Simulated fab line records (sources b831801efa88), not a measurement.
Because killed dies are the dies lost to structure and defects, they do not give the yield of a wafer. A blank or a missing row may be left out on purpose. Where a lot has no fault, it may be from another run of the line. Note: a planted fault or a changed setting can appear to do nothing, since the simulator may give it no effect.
fab line records | flow sky130
record: lots: 6 | wafers: 18 | last_day: 50
route steps=708 shown METAL4@627 VIA4@639 PAD_OPEN@708
lots untouched by any fault: they come from a run of this same line in which no faults occurred
start_h: start of the lot's first displayed wafer, in hours after the record's first day | wait_h: hours elapsed since this lot's preceding step | " the same as in the row above | L1.1+2: a single row standing in for several wafers | - no value, or no start was given | * or withheld: withheld | < > ~ a bound
route shown NAME@n: names a module that has steps shown in the file, with the first one's number in the route | usual: mean and standard deviation over wafers with no fault | same: alike in all rows | chamber/n: place in a boat | sites: readings site by site | _std_site: the values' standard deviation | _edge_site: outer sites' mean less inner sites' | radius_mm: for every site, how far away it sits from the centre of the wafer | mask NAME#n: copy n | behind: tool/chamber where the wafer was last shaped | hold: what put the lot on hold/how long, in hours/how the hold closed | device: the n, p or np transistor that did not switch | end of line: tests run on the same wafers once the route is complete | for a step that has no rows: nothing shown but its recipe | killed: count of dies lost to structure and defects at first sort (not the wafer's yield) | map: dies across one wafer; x = killed, . = not, _ = none there
set.NAME: the setting the step ran with; set.NAME@STEP: the setting that earlier step ran with | model.NAME: the simulator's own value behind a step, which no gauge read
a table for each step, a row for each wafer; lots at some steps of the route
services: from which hour (start_h, from the record's first day; less than 0 if before it) a tool's chamber was out of use, for how many hours, and why
== steps ==
step: SKY_METAL4_PEB_11
recipe: peb_temp_c: withheld | peb_time_s: withheld | resist: KrF-thick
step: SKY_METAL4_DEVELOP_12
recipe: develop_time_s: 60 | resist: KrF-thick | dev_temp_c: 21
step: SKY_METAL4_CD_MEAS_13
recipe: target_cd_nm: 300
usual: cd_nm: 300.2/1.6
lot.wafer | tool      | chamber | start_h | wait_h | cd_nm
L770.1    | cd_sem-02 | -       | 1033.80 | -      | 301.5
L770.2    | "         | -       | "       | "      | 302.5
L770.3    | "         | -       | "       | "      | 302.4
L772.1    | cd_sem-01 | -       | 1053.80 | -      | 299.1
L772.2    | "         | -       | "       | "      | 300.0
L772.3    | "         | -       | "       | "      | 299.5
L774.1    | cd_sem-01 | -       | 1063.84 | -      | 300.4
L774.2    | "         | -       | "       | "      | 298.9
L774.4    | "         | -       | "       | "      | 299.9
L777.2    | cd_sem-01 | -       | 1074.68 | -      | 297.8
L777.3    | "         | -       | "       | "      | 299.2
L777.4    | "         | -       | "       | "      | 300.3
L780.3    | cd_sem-02 | -       | 1097.09 | -      | 298.2
L780.4    | "         | -       | "       | "      | 297.6
L780.5    | "         | -       | "       | "      | 298.3
L783.1    | cd_sem-01 | -       | 1115.61 | -      | 300.2
L783.2    | "         | -       | "       | "      | 300.3
L783.6    | "         | -       | "       | "      | 299.3
step: SKY_METAL4_OVL_MEAS_14
usual: METAL4_OVL: 1/4.7
lot.wafer | tool       | chamber | start_h | wait_h | METAL4_OVL[nm]
L770.1    | overlay-01 | -       | 1033.92 | 0.1    | 5
L770.2    | "          | -       | "       | "      | -3
L770.3    | "          | -       | "       | "      | 0
L772.1    | overlay-02 | -       | 1053.92 | 0.1    | 0
L772.2    | "          | -       | "       | "      | -2
L772.3    | "          | -       | "       | "      | -4
L774.1    | overlay-01 | -       | 1063.96 | 0.1    | 4
L774.2    | "          | -       | "       | "      | 6
L774.4    | "          | -       | "       | "      | -1
L777.2    | overlay-02 | -       | 1074.79 | 0.1    | -3
L777.3    | "          | -       | "       | "      | -1
L777.4    | "          | -       | "       | "      | -1
L780.3    | overlay-01 | -       | 1097.18 | 0.1    | 8
L780.4    | "          | -       | "       | "      | 13
L780.5    | "          | -       | "       | "      | 12
L783.1    | overlay-01 | -       | 1115.73 | 0.1    | 1
L783.2    | "          | -       | "       | "      | -2
L783.6    | "          | -       | "       | "      | 1
step: SKY_METAL4_DESCUM_15
recipe: chemistry: O2 | source_power_w: 150 | bias_power_w: 0 | pressure_mtorr: 10 | temp_c: 40 | time_s: 8
usual: drypump_motor_current_A: 5.8/0.41 | oes_product_au: 1.003/0.0077
lot.wafer | tool         | chamber | start_h | wait_h | drypump_motor_current_A | oes_product_au | rf_hours_counter_h
L770.1    | rie_metal-03 | 1       | 1033.96 | 0.0    | 6.3                     | 1.006          | 21
L770.2    | "            | 0       | "       | "      | 5.4                     | 1.004          | 7
L770.3    | "            | 0       | "       | "      | 5.5                     | 0.998          | -
L772.1    | rie_metal-01 | 1       | 1053.96 | 0.0    | 5.4                     | 0.991          | 6
L772.2    | "            | 0       | "       | "      | 6.5                     | 1.008          | 19
L772.3    | "            | 0       | "       | "      | 6.5                     | 1.014          | -
L774.1    | rie_metal-03 | 1       | 1064.00 | 0.0    | 6.3                     | 0.998          | 24
L774.2    | "            | 0       | "       | "      | 5.5                     | 1.008          | 9
L774.4    | "            | 0       | "       | "      | 5.5                     | 0.993          | -
L777.2    | rie_metal-04 | 1       | 1074.82 | 0.0    | 5.5                     | 1.019          | 10
L777.3    | "            | 0       | "       | "      | 5.8                     | 1.000          | -
L777.4    | "            | 1       | "       | "      | 5.5                     | 1.003          | -
L780.3    | rie_metal-03 | 1       | 1097.22 | 0.0    | 6.3                     | 1.006          | -
L780.4    | "            | 0       | "       | "      | 5.4                     | 1.006          | -
L780.5    | "            | 0       | "       | "      | 5.5                     | 0.999          | -
L783.1    | rie_metal-03 | 0       | 1115.77 | 0.0    | 5.4                     | 1.008          | 13
L783.2    | "            | 1       | "       | "      | 6.3                     | 1.001          | 27
L783.6    | "            | 1       | "       | "      | 6.3                     | 1.007          | -
step: SKY_METAL4_ETCH_16
recipe: chemistry: N2/H2 | target: BARC | ion_energy_ev: 195 | bias_w: 100 | pressure_mtorr: 30 | n2_flow_sccm: 100 | h2_flow_sccm: 200 | icp_w: 500 | stop_on: SiO2 | time_s: 88.2 | target_depth_a: 600
step: SKY_METAL4_ETCH_17
recipe: target: SiO2 | stop_on: TiN | chemistry: C4F8/O2/Ar | source_w: 1500 | bias_w: 1200 | pressure_mtorr: 40 | c4f8_flow_sccm: withheld | O2_flow_sccm: 6 | Ar_flow_sccm: 300 | time_s: 3.9 | target_depth_a: 150
usual: oes_product_au: 0.756/0.0072
lot.wafer | tool        | chamber | start_h | wait_h | oes_product_au
L770.1    | rie_diel-03 | 3       | 1034.09 | 0.1    | 0.744
L770.2    | "           | 0       | "       | "      | 0.758
L770.3    | "           | 1       | "       | "      | 0.758
L772.1    | rie_diel-01 | 1       | 1054.09 | 0.1    | 0.738
L772.2    | "           | 2       | "       | "      | 0.759
L772.3    | "           | 0       | "       | "      | 0.751
L774.1    | rie_diel-04 | 3       | 1064.13 | 0.1    | 0.741
L774.2    | "           | 1       | "       | "      | 0.746
L774.4    | "           | 0       | "       | "      | 0.758
L777.2    | rie_diel-03 | 0       | 1074.95 | 0.1    | 0.751
L777.3    | "           | 1       | "       | "      | 0.740
L777.4    | "           | 2       | "       | "      | 0.756
L780.3    | rie_diel-04 | 0       | 1097.34 | 0.0    | 0.746
L780.4    | "           | 2       | "       | "      | 0.754
L780.5    | "           | 2       | "       | "      | 0.751
L783.1    | rie_diel-01 | 0       | 1115.90 | 0.1    | 0.752
L783.2    | "           | 3       | "       | "      | 0.749
L783.6    | "           | 1       | "       | "      | 0.760
step: SKY_METAL4_METAL_ETCH_18
recipe: target_depth_a: 8450 | stop_on: SiO2 | over_etch_frac: 0.3 | time_s: 183.1 | chemistry: Cl2/BCl3 | resist_sidewall_deg: 88 | pressure_mtorr: 10 | icp_w: 900 | bias_w: 48.5 | Cl2_flow_sccm: 60 | bcl3_flow_sccm: 30
usual: drypump_motor_current_A: 5.8/0.42 | oes_product_au: 0.865/0.0064 | throttle_valve_pct: 22.265/0.0093
same: over_etch_frac: 0.3
lot.wafer | tool         | chamber | start_h | wait_h | drypump_motor_current_A | oes_product_au | rf_hours_counter_h | throttle_valve_pct
L770.1    | rie_metal-04 | 0       | 1034.11 | 0.0    | 5.9                     | 0.874          | 3                  | 22.272
L770.2    | "            | 1       | "       | "      | 5.5                     | 0.868          | 8                  | 22.261
L770.3    | "            | 0       | "       | "      | 5.8                     | 0.871          | -                  | 22.265
L772.1    | rie_metal-03 | 0       | 1054.11 | 0.0    | 5.4                     | 0.862          | 8                  | 22.277
L772.2    | "            | 1       | "       | "      | 6.3                     | 0.870          | 23                 | 22.269
L772.3    | "            | 0       | "       | "      | 5.4                     | 0.865          | -                  | 22.253
L774.1    | rie_metal-01 | 0       | 1064.15 | 0.0    | 6.6                     | 0.855          | 20                 | 22.275
L774.2    | "            | 1       | "       | "      | 5.4                     | 0.854          | 8                  | 22.253
L774.4    | "            | 0       | "       | "      | 6.6                     | 0.871          | -                  | 22.251
L777.2    | rie_metal-01 | 0       | 1074.97 | 0.0    | 6.5                     | 0.877          | 21                 | 22.270
L777.3    | "            | 0       | "       | "      | 6.6                     | 0.873          | -                  | 22.258
L777.4    | "            | 1       | "       | "      | 5.4                     | 0.878          | -                  | 22.267
L780.3    | rie_metal-04 | 1       | 1097.47 | 0.1    | 5.5                     | 0.874          | -                  | 22.261
L780.4    | "            | 1       | "       | "      | 5.5                     | 0.868          | -                  | 22.255
L780.5    | "            | 1       | "       | "      | 5.5                     | 0.871          | -                  | 22.258
L783.1    | rie_metal-04 | 1       | 1115.92 | 0.0    | 5.5                     | 0.858          | 15                 | 22.278
L783.2    | "            | 0       | "       | "      | 5.8                     | 0.862          | 6                  | 22.271
L783.6    | "            | 0       | "       | "      | 5.8                     | 0.859          | -                  | 22.265
step: SKY_METAL4_STRIP_19
recipe: chemistry: O2/N2 | power_w: 1400 | pressure_mtorr: 1500 | platen_temp_c: withheld | o2_flow_sccm: 3000 | n2_flow_sccm: 300 | overash_fraction: 0.5
usual: drypump_motor_current_A: 6.0/0.37 | oes_product_au: 0.502/0.0054 | strip_time_to_endpoint_s: 6.51/0.066
lot.wafer | tool            | chamber | start_h | wait_h | drypump_motor_current_A | oes_product_au | rf_hours_counter_h | strip_time_to_endpoint_s
L770.1    | plasma_asher-01 | 0       | 1034.28 | 0.1    | 5.5                     | 0.500          | 130                | 6.61
L770.2    | "               | 1       | "       | "      | 5.2                     | 0.507          | 130                | 6.49
L770.3    | "               | 1       | "       | "      | 5.1                     | 0.503          | -                  | 6.64
L772.1    | plasma_asher-02 | 0       | 1054.28 | 0.1    | 5.9                     | 0.507          | 96                 | 6.60
L772.2    | "               | 1       | "       | "      | 5.9                     | 0.507          | 96                 | 6.56
L772.3    | "               | 0       | "       | "      | 5.9                     | 0.508          | -                  | 6.58
L774.1    | plasma_asher-01 | 0       | 1064.32 | 0.1    | 5.5                     | 0.504          | 0                  | 6.45
L774.2    | "               | 1       | "       | "      | 5.1                     | 0.499          | 0                  | 6.60
L774.4    | "               | 0       | "       | "      | 5.5                     | 0.500          | -                  | 6.47
L777.2    | plasma_asher-03 | 0       | 1075.14 | 0.1    | 6.6                     | 0.502          | 57                 | 6.50
L777.3    | "               | 0       | "       | "      | 6.6                     | 0.491          | -                  | 6.43
L777.4    | "               | 1       | "       | "      | 6.0                     | 0.504          | -                  | 6.54
L780.3    | plasma_asher-03 | 1       | 1097.74 | 0.2    | 6.0                     | 0.505          | -                  | 6.49
L780.4    | "               | 0       | "       | "      | 6.6                     | 0.498          | -                  | 6.53
L780.5    | "               | 0       | "       | "      | 6.6                     | 0.495          | -                  | 6.43
L783.1    | plasma_asher-02 | 0       | 1116.09 | 0.1    | 5.9                     | 0.495          | 102                | 6.41
L783.2    | "               | 1       | "       | "      | 5.9                     | 0.497          | 102                | 6.55
L783.6    | "               | 0       | "       | "      | 5.9                     | 0.494          | -                  | 6.56
step: SKY_METAL4_STRIP_20
recipe: chemistry: post_etch_residue_remover | time_s: 1200 | temp_c: 72.5
step: SKY_METAL4_CLEAN_21
recipe: chemistry: IPA | time_s: 180 | temp_c: 25
step: SKY_METAL4_CLEAN_22
recipe: chemistry: O3/DIW | dry: n2_spin
step: SKY_VIA4_HDPCVD_00
recipe: material: SiO2 | target_thk_nm: 1750 | sigma_open_frac: 0.3 | time_s: 291.7 | temp_c: 400 | sih4_flow_sccm: 60 | pressure_mtorr: 6
usual: run_length_s: 319.3/0.66
lot.wafer | tool      | chamber | start_h | wait_h | run_length_s | model.SiO2_of_VIA4_HDPCVD_00.thk_nm
L770.1    | hdpcvd-01 | 1       | 1035.31 | 0.0    | 319.9        | 1738
L770.2    | "         | 2       | "       | "      | 319.9        | 1763
L770.3    | "         | 0       | "       | "      | 318.9        | 1743
L772.1    | hdpcvd-02 | 1       | 1054.96 | 0.0    | 319.0        | 1740
L772.2    | "         | 0       | "       | "      | 319.5        | 1768
L772.3    | "         | 2       | "       | "      | 318.7        | 1763
L774.1    | hdpcvd-01 | 2       | 1064.95 | 0.0    | 319.8        | 1733
L774.2    | "         | 1       | "       | "      | 319.6        | 1736
L774.4    | "         | 0       | "       | "      | 318.8        | 1750
L777.2    | hdpcvd-01 | 1       | 1075.75 | 0.0    | 320.0        | 1727
L777.3    | "         | 2       | "       | "      | 320.0        | 1728
L777.4    | "         | 0       | "       | "      | 318.6        | 1736
L780.3    | hdpcvd-01 | 1       | 1098.30 | 0.0    | 328.7        | 1789
L780.4    | "         | 0       | "       | "      | 327.4        | 1816
L780.5    | "         | 2       | "       | "      | 329.2        | 1792
L783.1    | hdpcvd-01 | 1       | 1116.69 | 0.0    | 328.9        | 1788
L783.2    | "         | 2       | "       | "      | 328.6        | 1781
L783.6    | "         | 2       | "       | "      | 329.7        | 1793
step: SKY_VIA4_THK_MEAS_01
recipe: reads: SiO2_of_VIA4_HDPCVD_00
usual: VIA4_HDPCVD_THK: 1741/15
lot.wafer | tool          | chamber | start_h | wait_h | hold                     | VIA4_HDPCVD_THK[nm]
L770.1    | film_metro-01 | -       | 1035.49 | 0.1    | -                        | 1739
L770.2    | "             | -       | "       | "      | -                        | 1763
L770.3    | "             | -       | "       | "      | -                        | 1742
L772.1    | film_metro-02 | -       | 1055.14 | 0.1    | -                        | 1740
L772.2    | "             | -       | "       | "      | -                        | 1768
L772.3    | "             | -       | "       | "      | -                        | 1764
L774.1    | film_metro-04 | -       | 1065.12 | 0.1    | -                        | 1733
L774.2    | "             | -       | "       | "      | -                        | 1735
L774.4    | "             | -       | "       | "      | -                        | 1750
L777.2    | film_metro-01 | -       | 1075.94 | 0.1    | -                        | 1726
L777.3    | "             | -       | "       | "      | -                        | 1728
L777.4    | "             | -       | "       | "      | -                        | 1736
L780.3    | film_metro-01 | -       | 1098.50 | 0.1    | await_dispo/0.2h/release | 1790
L780.4    | "             | -       | "       | "      | await_dispo/0.2h/release | 1816
L780.5    | "             | -       | "       | "      | await_dispo/0.2h/release | 1792
L780.3    | film_metro-01 | -       | 1098.77 | 0.3    | -                        | 1790
L780.4    | "             | -       | "       | "      | -                        | 1815
L780.5    | "             | -       | "       | "      | -                        | 1792
L783.1    | film_metro-04 | -       | 1116.87 | 0.1    | -                        | 1788
L783.2    | "             | -       | "       | "      | -                        | 1781
L783.6    | "             | -       | "       | "      | -                        | 1792
step: SKY_VIA4_CMP_02
recipe: material: SiO2 | down_force_psi: 4 | platen_rpm: 60 | pad_velocity_m_s: 0.94248
usual: motor_current_A: 12.5/1.3 | retaining_ring_pressure_frac: 1.000/0.0054 | slurry_filter_dp_kPa: 13.49/0.14
lot.wafer | tool   | chamber | start_h | wait_h | hold                     | motor_current_A | retaining_ring_pressure_frac | slurry_filter_dp_kPa
L770.1    | cmp-02 | 1       | 1035.60 | 0.1    | -                        | 13.1            | 0.999                        | 13.46
L770.2    | "      | 2       | "       | "      | -                        | 12.7            | 0.999                        | 13.60
L770.3    | "      | 3       | "       | "      | -                        | 10.3            | 1.004                        | 13.59
L772.1    | cmp-01 | 2       | 1055.25 | 0.1    | -                        | 11.7            | 0.999                        | 13.34
L772.3    | "      | 3       | "       | "      | -                        | 13.6            | 1.004                        | 13.47
L772.2    | "      | 0       | "       | "      | -                        | 11.0            | 1.001                        | 13.78
L774.1    | cmp-02 | 2       | 1065.18 | 0.1    | -                        | 12.6            | 1.001                        | 13.66
L774.4    | "      | 0       | "       | "      | -                        | 11.4            | 0.996                        | 13.48
L774.2    | "      | 1       | "       | "      | -                        | 12.2            | 1.001                        | 13.37
L777.2    | cmp-01 | 0       | 1075.99 | 0.0    | -                        | 11.4            | 1.004                        | 13.41
L777.3    | "      | 2       | "       | "      | -                        | 11.6            | 0.993                        | 13.54
L777.4    | "      | 3       | "       | "      | -                        | 13.7            | 1.003                        | 13.54
L780.3    | cmp-01 | 0       | 1104.30 | 5.5    | await_dispo/5.4h/release | 11.6            | 0.998                        | 13.40
L780.4    | "      | 2       | "       | "      | await_dispo/5.4h/release | 11.6            | 0.993                        | 13.51
L780.5    | "      | 1       | "       | "      | await_dispo/5.4h/release | 14.3            | 1.009                        | 13.72
L783.2    | cmp-01 | 3       | 1116.93 | 0.0    | -                        | 13.7            | 1.004                        | 13.17
L783.1    | "      | 2       | "       | "      | -                        | 11.8            | 0.997                        | 13.46
L783.6    | "      | 3       | "       | "      | -                        | 13.9            | 1.002                        | 13.30
step: SKY_PAD_OPEN_PROBE_99
usual: defect_limited_yield: 82.4/1.8 | killed_at_M0_to_M3: 43/6.8 | killed_at_M4_up: 3.1/1.6 | killed_at_contacts: 24/5.4 | killed_at_front_end: 16/4.4 | killed_at_other: 0.2/0.48 | killed_dies: 87/8.8 | killed_open: 48/6.4 | killed_short: 39/6.2 | sort_bin_3_pad_short: 0.9/0.43 | sort_bin_5_function: 10.5/1.4 | sort_bin_6_memory: 6.2/1.1 | sort_n_pass: 405/8.8 | sort_yield_pct: 82.4/1.8
same: gross_dies: 492 | killed_at_back_side: 0 | sort_bin_4_leakage[%]: 0 | sort_bin_8_speed[%]: 0
lot.wafer | tool      | chamber | start_h | wait_h | defect_limited_yield[%] | killed_at_M0_to_M3 | killed_at_M4_up | killed_at_contacts | killed_at_front_end | killed_at_other | killed_dies | killed_open | killed_short | sort_bin_3_pad_short[%] | sort_bin_5_function[%] | sort_bin_6_memory[%] | sort_n_pass | sort_yield_pct[%]
L770.1    | prober-01 | -       | 1124.88 | 0.1    | 80.9                    | 41                 | 3               | 29                 | 21                  | 0               | 94          | 48          | 46           | 1.6                     | 12.2                   | 5.3                  | 398         | 80.9
L770.2    | prober-01 | -       | 1124.93 | 0.1    | 80.7                    | 37                 | 3               | 36                 | 19                  | 0               | 95          | 50          | 45           | 1.2                     | 11.6                   | 6.5                  | 397         | 80.7
L770.3    | prober-01 | -       | 1124.98 | 0.2    | 83.7                    | 43                 | 4               | 22                 | 11                  | 0               | 80          | 38          | 42           | 0.4                     | 9.6                    | 6.3                  | 412         | 83.7
killed by level:class
L770.1 CONTACT:geometric_particle:open=9 VIA1:geometric_particle:open=9 POLY_GATE:geometric_particle:open=8 LOCAL_INTERCONNECT:geometric_particle:short=8 METAL1:geometric_particle:short=8 VIA2:geometric_particle:open=7 CONTACT:geometric_particle:short=6 VIA3:geometric_particle:open=6
L770.2 VIA1:geometric_particle:open=15 CONTACT:geometric_particle:open=10 CONTACT:geometric_particle:short=9 LOCAL_INTERCONNECT:geometric_particle:short=7 VIA2:geometric_particle:open=7 FIELD_ISO:geometric_particle:short=6 POLY_GATE:geometric_particle:short=5 LI_CONTACT:geometric_particle:open=5
L770.3 METAL1:geometric_particle:short=10 VIA3:geometric_particle:open=8 CONTACT:geometric_particle:open=6 LOCAL_INTERCONNECT:geometric_particle:short=5 VIA1:geometric_particle:open=5 FIELD_ISO:geometric_particle:short=4 LI_CONTACT:geometric_particle:open=4 CONTACT:geometric_particle:short=4
== services ==
tool            | chamber | start_h | hours | kind
plasma_asher-01 | -       | 1011.11 | 1.3   | repair
cmp-02          | -       | 1012.54 | 1.5   | repair
cmp-01          | -       | 1014.56 | 8.1   | repair
plasma_asher-02 | -       | 1015.00 | 3.8   | repair
rie_diel-01     | 2       | 1025.53 | 2.7   | repair
rie_diel-04     | 0       | 1027.04 | 2.8   | repair
rie_metal-01    | -       | 1028.12 | 1.4   | pm
rie_metal-04    | 0       | 1035.40 | 6.4   | repair
cmp-01          | -       | 1039.64 | 2.1   | repair
rie_diel-04     | 0       | 1047.31 | 6.3   | repair
rie_metal-04    | -       | 1051.82 | 15.6  | pm
rie_diel-03     | 0       | 1052.98 | 5.5   | repair
plasma_asher-01 | -       | 1055.25 | 9.0   | pm
rie_diel-04     | 0       | 1056.76 | 3.4   | repair
cmp-02          | -       | 1058.08 | 0.2   | repair
rie_diel-03     | 3       | 1065.14 | 13.8  | repair
cmp-02          | -       | 1068.08 | 1.5   | repair
rie_metal-03    | -       | 1069.04 | 4.0   | pm
cmp-02          | -       | 1084.00 | 4.0   | pm
cmp-02          | -       | 1087.78 | 1.1   | repair
rie_metal-04    | 0       | 1087.94 | 19.3  | repair
rie_diel-01     | 1       | 1093.02 | 7.4   | repair
cmp-01          | -       | 1094.26 | 1.2   | repair
plasma_asher-03 | -       | 1101.20 | 2.8   | pm
== key ==
first_sign: step: SKY_VIA4_HDPCVD_00 | reading: run_length_s | direction: up | sigmas: 14 | usual: * | struck: *
effect: step: SKY_VIA4_THK_MEAS_01 | reading: visit | direction: added
model_effect: step: SKY_VIA4_HDPCVD_00 | value: SiO2_of_VIA4_HDPCVD_00.thk_nm | without: 1739 | struck: 1793
met_at SKY_VIA4_HDPCVD_00
struck_wafers L780.3,L780.4,L780.5,L783.1,L783.2,L783.6
onset_between 1075.75 1098.30
fault: kind: process_parameter_drift | tool: hdpcvd-01 | chamber: - | onset_h: 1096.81 | steps: SKY_VIA4_HDPCVD_00 | channel: time_s | offset: * | shape: step | end_h: 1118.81 | acts_in: * | stated: *
